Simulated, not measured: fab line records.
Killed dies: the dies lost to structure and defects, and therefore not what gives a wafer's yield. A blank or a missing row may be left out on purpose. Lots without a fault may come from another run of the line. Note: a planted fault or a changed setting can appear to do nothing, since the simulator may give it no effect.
Which tool is to blame? + flow gf180mcu + 36 wafers from 12 lots sampled at 5 of the route's 602 steps

== WHAT THE GAUGES SHOWED, per wafer ==
GF_STI_THK_MEAS_02.
| lot  | measured    | on            | STI_OXIDATION_THK (nm) |
|------|-------------|---------------|------------------------|
| L248 | day 1 11:41 | film_metro-01 | 10.21 10.21 10.07      |
| L249 | day 1 16:40 | film_metro-01 | 9.90 9.74 9.74         |
| L250 | day 1 21:31 | film_metro-01 | 10.15 10.27 10.27      |
| L251 | day 2 02:31 | film_metro-04 | 10.07 10.24 10.15      |
| L252 | day 2 11:56 | film_metro-04 | 10.07 10.22 10.06      |
| L257 | day 3 09:29 | film_metro-04 | 13.40 13.40 13.43      |
| L258 | day 3 13:31 | film_metro-01 | 13.41 13.35 13.25      |
| L261 | day 4 04:58 | film_metro-01 | 10.05 10.02 10.16      |
| L265 | day 5 00:31 | film_metro-02 | 9.98 10.00 10.15       |
| L269 | day 5 20:56 | film_metro-01 | 9.92 10.04 10.00       |
| L270 | day 6 01:31 | film_metro-01 | 10.21 10.08 10.06      |
| L271 | day 6 06:46 | film_metro-04 | 9.90 10.05 9.73        |

GF_DUAL_GATE_OVL_MEAS_11.
| lot  | measured     | on         | DUAL_GATE_OVL (nm) |
|------|--------------|------------|--------------------|
| L248 | day 8 12:45  | overlay-02 | 1.1 -0.9 0.7       |
| L249 | day 9 00:44  | overlay-01 | -0.2 -1.0 -0.9     |
| L250 | day 9 02:22  | overlay-02 | 0.9 -0.1 -1.7      |
| L251 | day 9 10:09  | overlay-01 | -0.2 -0.5 1.3      |
| L252 | day 9 15:20  | overlay-01 | 1.0 2.0 2.4        |
| L257 | day 11 00:47 | overlay-01 | -1.3 1.0 -1.7      |
| L258 | day 11 03:38 | overlay-01 | -1.7 -1.1 -1.3     |
| L261 | day 12 02:10 | overlay-02 | -0.7 -2.4 -0.2     |
| L265 | day 13 06:13 | overlay-02 | -1.2 -1.8 0.0      |
| L269 | day 14 09:27 | overlay-02 | -0.8 0.7 0.7       |
| L270 | day 14 15:02 | overlay-01 | 0.7 -0.1 -0.5      |
| L271 | day 14 21:08 | overlay-01 | -1.3 -1.6 -1.9     |

GF_NSD_TW_MEAS_12.
| lot  | measured     | on            | NSD_TW         |
|------|--------------|---------------|----------------|
| L248 | day 13 13:14 | film_metro-02 | 4277 4278 4264 |
| L249 | day 14 04:36 | film_metro-01 | 4207 4211 4228 |
| L250 | day 14 07:53 | film_metro-01 | 4217 4221 4256 |
| L251 | day 14 12:24 | film_metro-03 | 4326 4319 4328 |
| L252 | day 14 21:19 | film_metro-03 | 4351 4316 4348 |
| L257 | day 16 14:59 | film_metro-03 | 4343 4349 4335 |
| L258 | day 16 16:55 | film_metro-02 | 4233 4251 4236 |
| L261 | day 17 19:09 | film_metro-02 | 4257 4241 4263 |
| L265 | day 19 07:59 | film_metro-02 | 4222 4228 4237 |
| L269 | day 20 14:29 | film_metro-03 | 4302 4331 4332 |
| L270 | day 20 19:50 | film_metro-02 | 4244 4235 4247 |
| L271 | day 21 01:03 | film_metro-02 | 4234 4247 4240 |

== WHAT TOOL EACH LOT RAN ON (gives the tool, then ch and the chambers of the sampled wafers, and finally the start) ==
| lot  | GF_STI_OXIDATION_01          | GF_HV_LDD_STRIP_49                   |
|------|------------------------------|--------------------------------------|
| L248 | furnace-01 ch 0, day 1 10:17 | plasma_asher-02 ch 0,1, day 12 13:52 |
| L249 | furnace-02 ch 0, day 1 15:15 | plasma_asher-04 ch 0,1, day 13 04:34 |
| L250 | furnace-01 ch 0, day 1 20:07 | plasma_asher-03 ch 0,1, day 13 07:52 |
| L251 | furnace-02 ch 0, day 2 01:07 | plasma_asher-04 ch 0,1, day 13 12:22 |
| L252 | furnace-01 ch 0, day 2 10:33 | plasma_asher-03 ch 0,1, day 13 20:05 |
| L257 | furnace-01 ch 0, day 3 08:05 | plasma_asher-03 ch 0,1, day 15 13:37 |
| L258 | furnace-01 ch 0, day 3 12:07 | plasma_asher-02 ch 0,1, day 15 15:23 |
| L261 | furnace-02 ch 0, day 4 03:32 | plasma_asher-04 ch 0,1, day 16 17:11 |
| L265 | furnace-02 ch 0, day 4 23:07 | plasma_asher-03 ch 0,1, day 18 03:16 |
| L269 | furnace-02 ch 0, day 5 19:31 | plasma_asher-02 ch 0,1, day 19 11:07 |
| L270 | furnace-02 ch 0, day 6 00:07 | plasma_asher-02 ch 0,1, day 19 16:40 |
| L271 | furnace-02 ch 0, day 6 05:21 | plasma_asher-03 ch 0,1, day 19 21:56 |
- GF_STI_OXIDATION_01: stabilise 600 s, purge 300 s, target thk 10 nm.
- GF_HV_LDD_STRIP_49: strips in O2/N2.

== AS READ BY THE TOOLS THEMSELVES (means over the sampled wafers that have a number; for cases with no such wafer, the mark the record gives instead) ==
GF_STI_OXIDATION_01.
| lot  | tool       | spike_tc_lower_C (C) | spike_tc_upper_C (C) | zone_power_lower_pct (%) |
|------|------------|----------------------|----------------------|--------------------------|
| L248 | furnace-01 | 899.5                | 901.1                | 18.6                     |
| L249 | furnace-02 | 900.8                | 898.8                | 17.1                     |
| L250 | furnace-01 | 899.2                | 901.3                | 18.9                     |
| L251 | furnace-02 | 900.3                | 899.1                | 17.2                     |
| L252 | furnace-01 | 899.7                | 900.2                | 18.9                     |
| L257 | furnace-01 | 899.1                | 900.3                | 18.8                     |
| L258 | furnace-01 | 898.9                | 901.2                | 18.8                     |
| L261 | furnace-02 | 901.4                | 899.5                | 17.0                     |
| L265 | furnace-02 | 901.2                | 899.1                | 16.9                     |
| L269 | furnace-02 | 901.0                | 899.0                | 17.1                     |
| L270 | furnace-02 | 900.5                | 899.3                | 17.0                     |
| L271 | furnace-02 | 901.5                | 900.0                | 17.0                     |

GF_HV_LDD_STRIP_49.
| lot  | tool            | drypump_motor_current_A (A) | heater_power_w (W) | o2_flow_sccm (sccm) | oes_product_au (a.u.) | strip_time_to_endpoint_s (s) |
|------|-----------------|-----------------------------|--------------------|---------------------|-----------------------|------------------------------|
| L248 | plasma_asher-02 | 5.1                         | 314                | 2997                | 0.721                 | 12.68                        |
| L249 | plasma_asher-04 | 5.8                         | 292                | 3003                | 0.715                 | 12.63                        |
| L250 | plasma_asher-03 | 5.5                         | 362                | 2994                | 0.719                 | 12.61                        |
| L251 | plasma_asher-04 | 6.1                         | 317                | 3000                | 0.717                 | 12.63                        |
| L252 | plasma_asher-03 | 5.4                         | 370                | 2996                | 0.717                 | 12.63                        |
| L257 | plasma_asher-03 | 5.7                         | 337                | 3002                | 0.713                 | 12.59                        |
| L258 | plasma_asher-02 | 5.5                         | 305                | 2992                | 0.718                 | 12.66                        |
| L261 | plasma_asher-04 | 6.1                         | 310                | 3005                | 0.716                 | 12.55                        |
| L265 | plasma_asher-03 | 5.4                         | 365                | 2995                | 0.716                 | 12.65                        |
| L269 | plasma_asher-02 | 5.2                         | 320                | 2994                | 0.718                 | 12.59                        |
| L270 | plasma_asher-02 | 5.5                         | 313                | 3004                | 0.716                 | 12.59                        |
| L271 | plasma_asher-03 | 5.4                         | 370                | 3001                | 0.715                 | 12.61                        |

== THE ANSWER, worked out from the rows above alone ==
Rule: what is usual is taken from the lots themselves. Put in order of their means at a reading, lots are off if they are a third of the lots or fewer, leave a main group of 4 or more, and stand apart from it by a gap of 3 or more times the standard deviation of the main group's means; of several such gaps the widest counts. Not used: any main group whose means are identical at the precision the tables above print for the reading. Also off: a lot with no number at a reading for which 4 or more lots have one. Where the step has rows for the other lots, those lots are counted as sound. The gauges are gone through in route order, then the tools' own readings, and for those a lot's mean is taken as printed above. The first step at which some lot is off is used, and at that step the reading that is off furthest; a lot without a number counts as furthest.
Off: L257, L258, at GF_STI_THK_MEAS_02 (STI_OXIDATION_THK). For the main group the mean is 10.06 nm and the standard deviation 0.13.
If a tool, at a process step before that reading, ran all the lots that are off and no sound lot after the first of them, it fits. Those tools and the gauges at GF_STI_THK_MEAS_02 are tried in the same way. One fits: GF_STI_OXIDATION_01 on furnace-01. Its last sound lot is L252 (day 2 10:33), its first lot that is off L257 (day 3 08:05): a fault that began between those two fits.

== WHAT THE SIMULATOR PUT IN ==
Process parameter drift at GF_STI_OXIDATION_01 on furnace-01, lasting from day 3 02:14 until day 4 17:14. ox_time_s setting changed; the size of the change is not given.
Lots struck among those shown: L257, L258. The rule given above showed the same thing.
